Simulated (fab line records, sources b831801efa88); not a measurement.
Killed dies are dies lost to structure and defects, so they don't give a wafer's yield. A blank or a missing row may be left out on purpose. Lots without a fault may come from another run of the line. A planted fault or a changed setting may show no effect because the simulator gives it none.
Which tool did it? | flow sky130 | 11 lots, 32 wafers sampled, at 5 steps of a route of 708

WHAT THE GAUGES READ, wafer by wafer
SKY_CAPM_THK_MEAS_01. Usual: CAPM_CVD_00_THK 15.63 nm, standard deviation 0.22.
lot  | measured     | on            | CAPM_CVD_00_THK (nm) | flag
L251 | day 37 01:59 | film_metro-02 | 15.71 15.76 15.78    |
L254 | day 37 15:41 | film_metro-01 | 15.61 15.35 16.10    |
L255 | day 38 03:54 | film_metro-04 | 15.75 15.44 16.15    |
L256 | day 38 09:32 | film_metro-01 | 15.18 15.59 15.79    |
L257 | day 38 10:55 | film_metro-04 | 15.31 15.60 15.60    |
L258 | day 38 16:35 | film_metro-04 | 15.66 15.81 15.62    |
L266 | day 41 09:00 | film_metro-01 | 19.13 16.09          | OFF
L270 | day 42 07:44 | film_metro-02 | 19.28 15.67 16.02    | OFF
L271 | day 42 15:46 | film_metro-04 | 15.32 15.88 15.48    |
L272 | day 42 17:13 | film_metro-02 | 15.60 15.56 15.57    |
L273 | day 43 03:51 | film_metro-01 | 15.80 15.69 15.71    |

WHICH TOOL RAN EACH LOT (tool, then ch and the chambers of the sampled wafers, then the start)
lot  | SKY_CONTACT_CVD_24            | SKY_METAL1_SPUTTER_02        | SKY_VIA2_SPUTTER_20          | SKY_CAPM_CVD_00
L251 | cvd_w-01 ch 0,1, day 32 08:49 | pvd_sputter-01, day 32 09:25 | pvd_sputter-03, day 37 01:05 | pecvd-04 ch 0,1,2, day 37 01:56
L254 | cvd_w-02 ch 0,1, day 33 01:06 | pvd_sputter-02, day 33 01:44 | pvd_sputter-04, day 37 14:50 | pecvd-04 ch 1,2, day 37 15:39
L255 | cvd_w-02 ch 1, day 33 11:52   | pvd_sputter-04, day 33 12:30 | pvd_sputter-04, day 38 02:55 | pecvd-02 ch 0,1,2, day 38 03:53
L256 | cvd_w-01 ch 0,1, day 33 16:45 | pvd_sputter-01, day 33 17:21 | pvd_sputter-04, day 38 08:40 | pecvd-04 ch 1,2, day 38 09:30
L257 | cvd_w-01 ch 0,1, day 33 20:10 | pvd_sputter-01, day 33 20:48 | pvd_sputter-01, day 38 10:03 | pecvd-01 ch 0,1,2, day 38 10:52
L258 | cvd_w-01 ch 0, day 34 00:46   | pvd_sputter-02, day 34 01:24 | pvd_sputter-04, day 38 15:44 | pecvd-02 ch 0,1,2, day 38 16:33
L266 | cvd_w-01 ch 0,1, day 36 21:24 | pvd_sputter-01, day 36 22:00 | pvd_sputter-03, day 41 07:47 | pecvd-02 ch 1,2, day 41 08:58
L270 | cvd_w-01 ch 0,1, day 37 21:40 | pvd_sputter-04, day 37 22:18 | pvd_sputter-03, day 42 06:53 | pecvd-02 ch 1,2, day 42 07:43
L271 | cvd_w-01 ch 0, day 38 07:13   | pvd_sputter-02, day 38 07:58 | pvd_sputter-04, day 42 14:53 | pecvd-01 ch 0,1, day 42 15:44
L272 | cvd_w-01 ch 0, day 38 08:50   | pvd_sputter-04, day 38 09:35 | pvd_sputter-04, day 42 16:21 | pecvd-04 ch 0,1,2, day 42 17:11
L273 | cvd_w-01 ch 1, day 38 19:37   | pvd_sputter-01, day 38 20:15 | pvd_sputter-04, day 43 02:58 | pecvd-04 ch 0,1, day 43 03:49
- SKY_CONTACT_CVD_24: deposits W, target thk 340 nm, time 102.12 s.
- SKY_METAL1_SPUTTER_02: material AlCu, target thk 250 nm, time 13.3 s.
- SKY_VIA2_SPUTTER_20: material TiN, target thk 20 nm, time 80 s.
- SKY_CAPM_CVD_00: deposits SiO2, target thk 15.5 nm.

WHAT THE TOOLS THEMSELVES READ (means of the sampled wafers that have a number; where no wafer has one, the mark that the record gives instead)
SKY_CONTACT_CVD_24. Usual: heater_power_w 816 W, standard deviation 42.
lot  | tool     | heater_power_w (W) | flag
L251 | cvd_w-01 | 797                |
L254 | cvd_w-02 | 847                |
L255 | cvd_w-02 | 773                |
L256 | cvd_w-01 | 801                |
L257 | cvd_w-01 | 808                |
L258 | cvd_w-01 | 787                |
L266 | cvd_w-01 | 815                |
L270 | cvd_w-01 | 799                |
L271 | cvd_w-01 | 783                |
L272 | cvd_w-01 | 798                |
L273 | cvd_w-01 | 838                |

SKY_METAL1_SPUTTER_02. Usual: throttle_valve_pct 30.3 %, standard deviation 1.3.
lot  | tool           | throttle_valve_pct (%) | flag
L251 | pvd_sputter-01 | 30.9                   |
L254 | pvd_sputter-02 | 30.3                   |
L255 | pvd_sputter-04 | 30.7                   |
L256 | pvd_sputter-01 | 30.5                   |
L257 | pvd_sputter-01 | 30.8                   |
L258 | pvd_sputter-02 | 29.5                   |
L266 | pvd_sputter-01 | 30.5                   |
L270 | pvd_sputter-04 | 30.1                   |
L271 | pvd_sputter-02 | 30.8                   |
L272 | pvd_sputter-04 | 30.3                   |
L273 | pvd_sputter-01 | 30.7                   |

SKY_VIA2_SPUTTER_20. Usual: throttle_valve_pct 30.2 %, standard deviation 1.2.
lot  | tool           | throttle_valve_pct (%) | flag
L251 | pvd_sputter-03 | 29.7                   |
L254 | pvd_sputter-04 | 30.6                   |
L255 | pvd_sputter-04 | 31.6                   |
L256 | pvd_sputter-04 | 30.2                   |
L257 | pvd_sputter-01 | 30.9                   |
L258 | pvd_sputter-04 | 30.5                   |
L266 | pvd_sputter-03 | 29.6                   |
L270 | pvd_sputter-03 | 29.7                   |
L271 | pvd_sputter-04 | 30.5                   |
L272 | pvd_sputter-04 | 30.2                   |
L273 | pvd_sputter-04 | 30.7                   |

SKY_CAPM_CVD_00. Usual: heater_power_w 725 W, standard deviation 77.
lot  | tool     | heater_power_w (W) | flag
L251 | pecvd-04 | 710                |
L254 | pecvd-04 | 754                |
L255 | pecvd-02 | 729                |
L256 | pecvd-04 | 677                |
L257 | pecvd-01 | 797                |
L258 | pecvd-02 | 744                |
L266 | pecvd-02 | 648                |
L270 | pecvd-02 | 658                |
L271 | pecvd-01 | 760                |
L272 | pecvd-04 | 690                |
L273 | pecvd-04 | 680                |

THE ANSWER, worked out from the rows above alone
Rule: a lot is off if the mean of its wafers that have a number lies more than 3 standard deviations from the usual mean. A lot without any number at a reading at which 4 lots or more have one is off too. The other lots that the step has rows for count as sound. The gauges are gone through in route order, then the tools' own readings, and for those a lot's mean is taken as printed above. The first step at which some lot is off is used, and at that step the reading that is off furthest; a lot without a number counts as furthest.
Off: L266, L270, at SKY_CAPM_THK_MEAS_01 (CAPM_CVD_00_THK).
A tool fits if, at a process step before that reading, it ran every lot that is off, and no sound lot after the first of them. The gauges at SKY_CAPM_THK_MEAS_01 are tried like those tools. Can't be told from this: 2 tools fit, pvd_sputter-03 at SKY_VIA2_SPUTTER_20, pecvd-02 at SKY_CAPM_CVD_00.

WHAT THE SIMULATOR HAD PUT IN
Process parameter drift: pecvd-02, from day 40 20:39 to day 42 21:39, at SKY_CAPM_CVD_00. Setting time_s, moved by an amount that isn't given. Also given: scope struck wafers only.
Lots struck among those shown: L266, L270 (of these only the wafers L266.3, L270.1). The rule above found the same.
